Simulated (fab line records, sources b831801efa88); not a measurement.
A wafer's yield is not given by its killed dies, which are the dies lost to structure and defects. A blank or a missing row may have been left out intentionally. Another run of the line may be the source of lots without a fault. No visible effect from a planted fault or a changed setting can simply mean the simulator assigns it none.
A struck lot beside a sound one ; flow gf180mcu ; 15 out of 602 route steps
Sound: the wafers L392.2, L392.3, L392.5. Wafers L390.2, L390.3, L390.6 were the ones struck. Last of all comes the cause.
For every step that has rows: the tool of each side, followed by ch and its chambers, followed by its first start. Under that, the readings that differ: sound wafers ; struck wafers ; difference of the means ; sigmas: that difference in standard deviations of wafers without a fault.
alike: a reading whose means differ by less than 2 such deviations, as well as words and numbers matching on both sides. not compared: withheld readings; readings where some wafer has no value; bounds like >300 that might hide an equal value; numbers whose values overlap and for which the record gives no deviation.
The two part at a step that has a row with sigmas, a row that says differs or no value, or rows on one side only. Non-overlapping numbers with no deviation appear without sigmas and do not part them. Lack of a reading on every wafer of one side parts them only where that side has two or more wafers.

GF_POLY_GATE_THK_MEAS_01:
  sound on film metro-03 at day 14 13:32; struck on film metro-03 at day 13 20:34
  alike: POLY_GATE_CVD_00_THK
then, 8 steps without rows for these wafers: GF_POLY_GATE_DEHYDRATE_02 (time 60 s); GF_POLY_GATE_HMDS_03 (prime time 60 s); GF_POLY_GATE_COAT_04; GF_POLY_GATE_COAT_05 (resist thk 700 nm); GF_POLY_GATE_SOFTBAKE_06 (time 60 s); GF_POLY_GATE_EXPOSE_07 (exposes mask Poly2, target cd 280 nm); GF_POLY_GATE_PEB_08 (peb time 90 s); GF_POLY_GATE_DEVELOP_09 (develop time 60 s).
GF_POLY_GATE_CD_MEAS_10: the cd target is 280 nm.
  sound on cd sem-02 at day 15 10:55; struck on cd sem-01 at day 14 16:47
  alike: cd nm
GF_POLY_GATE_OVL_MEAS_11:
  sound on overlay-01 at day 15 11:01; struck on overlay-01 at day 14 16:54
  alike: POLY_GATE_OVL
GF_POLY_GATE_ETCH_12: etches BARC in N2/H2.
  sound on rie diel-02 ch 1,2,3, day 15 11:02; struck on rie diel-03 ch 0,2, day 14 16:56
  alike: bias w, drypump motor current A, n2 flow sccm, oes product au, throttle valve pct
GF_POLY_GATE_ETCH_13: etches poly-Si in HBr/Cl2, stops on SiO2, target depth 198.5 nm, time 69.6 s.
  sound on rie si-02 ch 0,3, day 15 11:05; struck on rie si-01 ch 0,2,3, day 14 16:59
reading;sound;struck;difference;sigmas
bias w (W);100.23 99.73 99.65;89.23 89.25 89.15;-10.66;-36
oes product au (a.u.);1.004 0.998 0.996;0.969 0.973 0.959;-0.032;-4
model.etch.depth nm (nm);201.4 201.5 201.5;190.6 191.1 188.3;-11.5;
model.POLY_GATE.feature depth nm (nm);201.4 201.5 201.5;190.6 191.1 188.3;-11.5;
  alike: drypump motor current A, throttle valve pct
  not compared: rf hours counter h
GF_POLY_GATE_STRIP_14: strips in O2/N2.
  sound on plasma asher-01 ch 1, day 15 11:09; struck on plasma asher-01 ch 0,1, day 14 17:02
  alike: drypump motor current A, heater power w, n2 flow sccm, oes product au
  not compared: rf hours counter h
following that, these wafers have no rows for 1 step: GF_PASSIVATION_PROBE_99.

== WHERE THEY PART ==
Only at GF_POLY_GATE_ETCH_13, within this record. Later steps at which nothing parts them and some readings are alike: GF_POLY_GATE_STRIP_14.

WHY: the cause the simulator had injected
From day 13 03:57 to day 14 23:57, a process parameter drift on rie si-01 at GF_POLY_GATE_ETCH_13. A move of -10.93 in setting bias w, from 100. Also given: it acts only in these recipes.
